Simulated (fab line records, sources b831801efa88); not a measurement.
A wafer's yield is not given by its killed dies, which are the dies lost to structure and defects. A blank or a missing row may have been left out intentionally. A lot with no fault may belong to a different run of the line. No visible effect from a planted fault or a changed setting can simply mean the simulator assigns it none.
Which tool did it? ; flow sky130 ; 36 wafers from 12 lots sampled at 3 of the route's 708 steps

## WHAT THE GAUGES SHOWED, per wafer
SKY_VIA3_BOW_MEAS_03.
lot;measured;on;VIA3_BOW (um)
L765;day 38 14:36;film_metro-04;72 85 66
L766;day 39 10:45;film_metro-04;75 73 73
L767;day 39 15:55;film_metro-02;74 92 95
L768;day 39 18:49;film_metro-02;81 81 77
L769;day 40 01:47;film_metro-01;81 88 77
L770;day 40 13:08;film_metro-01;86 78 84
L771;day 40 13:29;film_metro-04;89 91 73
L776;day 42 05:48;film_metro-01;81 90 79
L780;day 43 10:38;film_metro-02;90 84 66
L783;day 44 00:53;film_metro-01;84 81 87
L784;day 44 02:27;film_metro-02;92 85 92
L787;day 44 19:53;film_metro-04;82 77 88

SKY_CAP2M_THK_MEAS_01.
lot;measured;on;CAP2M_CVD_00_THK (nm)
L765;day 39 17:00;film_metro-03;15.33 15.15 15.49
L766;day 40 13:37;film_metro-02;15.61 16.25 15.67
L767;day 40 19:01;film_metro-03;15.53 15.31 15.48
L768;day 40 22:19;film_metro-04;15.97 15.74 15.90
L769;day 41 05:12;film_metro-03;15.52 15.41 15.55
L770;day 41 15:24;film_metro-04;15.29 15.70 15.47
L771;day 41 15:52;film_metro-04;15.59 15.30 15.78
L776;day 43 06:06;film_metro-03;15.68 15.72 15.83
L780;day 44 10:37;film_metro-02;15.41 15.33 15.76
L783;day 45 01:06;film_metro-03;15.38 15.36 15.73
L784;day 45 02:56;film_metro-02;14.95 15.24 15.11
L787;day 45 19:08;film_metro-03;15.54 15.78 15.54

## WHAT TOOL EACH LOT RAN ON (gives the tool, then ch and the chambers of the sampled wafers, and finally the start)
lot;SKY_METAL4_SPUTTER_01
L765;pvd_sputter-03, day 39 16:51
L766;pvd_sputter-04, day 40 13:27
L767;pvd_sputter-02, day 40 18:52
L768;pvd_sputter-03, day 40 22:07
L769;pvd_sputter-02, day 41 05:03
L770;pvd_sputter-04, day 41 15:14
L771;pvd_sputter-03, day 41 15:43
L776;pvd_sputter-04, day 43 05:56
L780;pvd_sputter-04, day 44 10:26
L783;pvd_sputter-02, day 45 00:57
L784;pvd_sputter-03, day 45 02:46
L787;pvd_sputter-03, day 45 18:58
- SKY_METAL4_SPUTTER_01: material TiN, target thk 20 nm, time 16.7 s.

## AS READ BY THE TOOLS THEMSELVES (means over the sampled wafers that have a number; for cases with no such wafer, the mark the record gives instead)
SKY_METAL4_SPUTTER_01.
lot;tool;cathode_dc_power_W (W);chamber_pressure_pa (Pa);throttle_valve_pct (%)
L765;pvd_sputter-03;6499.9;0.4004;29.2
L766;pvd_sputter-04;6501.0;0.4001;29.8
L767;pvd_sputter-02;6500.3;0.4005;29.7
L768;pvd_sputter-03;6500.7;0.4002;28.8
L769;pvd_sputter-02;6500.2;0.4001;29.6
L770;pvd_sputter-04;6500.0;0.4004;30.4
L771;pvd_sputter-03;6500.7;0.4001;29.1
L776;pvd_sputter-04;6499.8;0.4005;30.7
L780;pvd_sputter-04;6500.3;0.4076;29.7
L783;pvd_sputter-02;6499.7;0.4007;29.3
L784;pvd_sputter-03;6500.8;0.3993;29.2
L787;pvd_sputter-03;6500.1;0.4000;29.5

## THE ANSWER, worked out from the rows above alone
Rule: what is usual is taken from the lots themselves. Put in order of their means at a reading, lots are off if they are a third of the lots or fewer, leave a main group of 4 or more, and stand apart from it by a gap of 3 or more times the standard deviation of the main group's means; of several such gaps the widest counts. A main group is skipped when, at the precision printed for the reading in the tables above, its means are all equal. Also off: a lot with no number at a reading for which 4 or more lots have one. The other lots that the step has rows for count as sound. Order of review: gauges by route order, followed by the tools' own readings, for which a lot's mean as printed above is used. At the first step where some lot is off, the reading lying furthest off is the one used; lots without a number count as furthest.
Off: L780, at SKY_METAL4_SPUTTER_01 (chamber_pressure_pa). For the main group the mean is 0.4002 Pa and the standard deviation 0.00036.
If a tool, at that step or one of the process steps before it, ran each lot that is off and ran no sound lot following the first of them, it fits. One fits: SKY_METAL4_SPUTTER_01 on pvd_sputter-04. Its last sound lot is L776 (day 43 05:56), its first lot that is off L780 (day 44 10:26): a fault that began between those two fits.
On the lots that are off, the tool's own readings at SKY_METAL4_SPUTTER_01 differ by more than 5 times the standard deviation of the sound lots' means, which bears it out; chamber_pressure_pa reads 0.4076 Pa there versus 0.4002 Pa on the sound lots.

## WHAT THE SIMULATOR HAD PUT IN
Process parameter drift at SKY_METAL4_SPUTTER_01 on pvd_sputter-04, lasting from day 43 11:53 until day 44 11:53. A move of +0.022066 in setting chamber_pressure_pa, from 0.4. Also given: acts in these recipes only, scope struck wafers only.
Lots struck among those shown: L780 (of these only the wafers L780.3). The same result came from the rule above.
